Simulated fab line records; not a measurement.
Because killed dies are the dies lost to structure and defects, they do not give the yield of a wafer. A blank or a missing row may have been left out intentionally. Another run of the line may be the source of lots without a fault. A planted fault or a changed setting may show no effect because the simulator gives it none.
Which tool was responsible?    flow sky130    Sampling: 6 lots, 18 wafers, 3 of 708 route steps

== WHAT EACH GAUGE READ, for each wafer ==
SKY_SONOS_TUNNEL_CD_MEAS_07 targets a cd of 410 nm.
lot   measured      on         cd-nm (nm)
L909  day 12 11:20  cd-sem-02  410.4 410.2 411.5
L911  day 13 07:02  cd-sem-01  410.5 409.8 410.1
L916  day 14 19:29  cd-sem-01  372.1 371.6 371.1
L923  day 16 22:05  cd-sem-02  410.3 408.4 408.7
L925  day 17 16:45  cd-sem-01  411.2 411.1 411.0
L927  day 17 22:32  cd-sem-01  409.7 410.5 410.0

== WHAT TOOL EACH LOT RAN ON (gives the tool, then ch and the chambers of the sampled wafers, and finally the start) ==
lot   SKY_VT_ADJUST_LVTN_STRIP_20           SKY_SONOS_TUNNEL_DEVELOP_06
L909  plasma-asher-04 ch 1, day 8 16:53     litho-track-03 ch 0, day 12 11:11
L911  plasma-asher-04 ch 0,1, day 9 09:18   litho-track-02 ch 0, day 13 06:53
L916  plasma-asher-02 ch 0,1, day 10 17:03  litho-track-02 ch 0, day 14 19:21
L923  plasma-asher-04 ch 0,1, day 12 15:50  litho-track-03 ch 0, day 16 21:56
L925  plasma-asher-02 ch 0,1, day 13 06:55  litho-track-02 ch 0, day 17 16:36
L927  plasma-asher-02 ch 0,1, day 13 13:11  litho-track-02 ch 0, day 17 22:23
- SKY_VT_ADJUST_LVTN_STRIP_20: strips in O2/N2.
- SKY_SONOS_TUNNEL_DEVELOP_06: develop time 60 s.

== THE ANSWER, worked out from the rows above alone ==
Rule: usual is defined by the lots themselves. Put in order of their means at a reading, lots are off if they are a third of the lots or fewer, leave a main group of 4 or more, and stand apart from it by a gap of 3 or more times the standard deviation of the main group's means; of several such gaps the widest counts. Not used: any main group whose means are identical at the precision the tables above print for the reading. Also off: a lot with no number at a reading for which 4 or more lots have one. Where the step has rows for the other lots, those lots are counted as sound.
Off: L916, at SKY_SONOS_TUNNEL_CD_MEAS_07 (cd-nm). Main group: mean 410.2 nm, sd 0.67.
A tool fits if, at a process step before that reading, it ran every lot that is off, and no sound lot after the first of them. Those tools and the gauges at SKY_SONOS_TUNNEL_CD_MEAS_07 are tried in the same way. Not one of the candidates tried fits.

== WHAT THE SIMULATOR PUT IN ==
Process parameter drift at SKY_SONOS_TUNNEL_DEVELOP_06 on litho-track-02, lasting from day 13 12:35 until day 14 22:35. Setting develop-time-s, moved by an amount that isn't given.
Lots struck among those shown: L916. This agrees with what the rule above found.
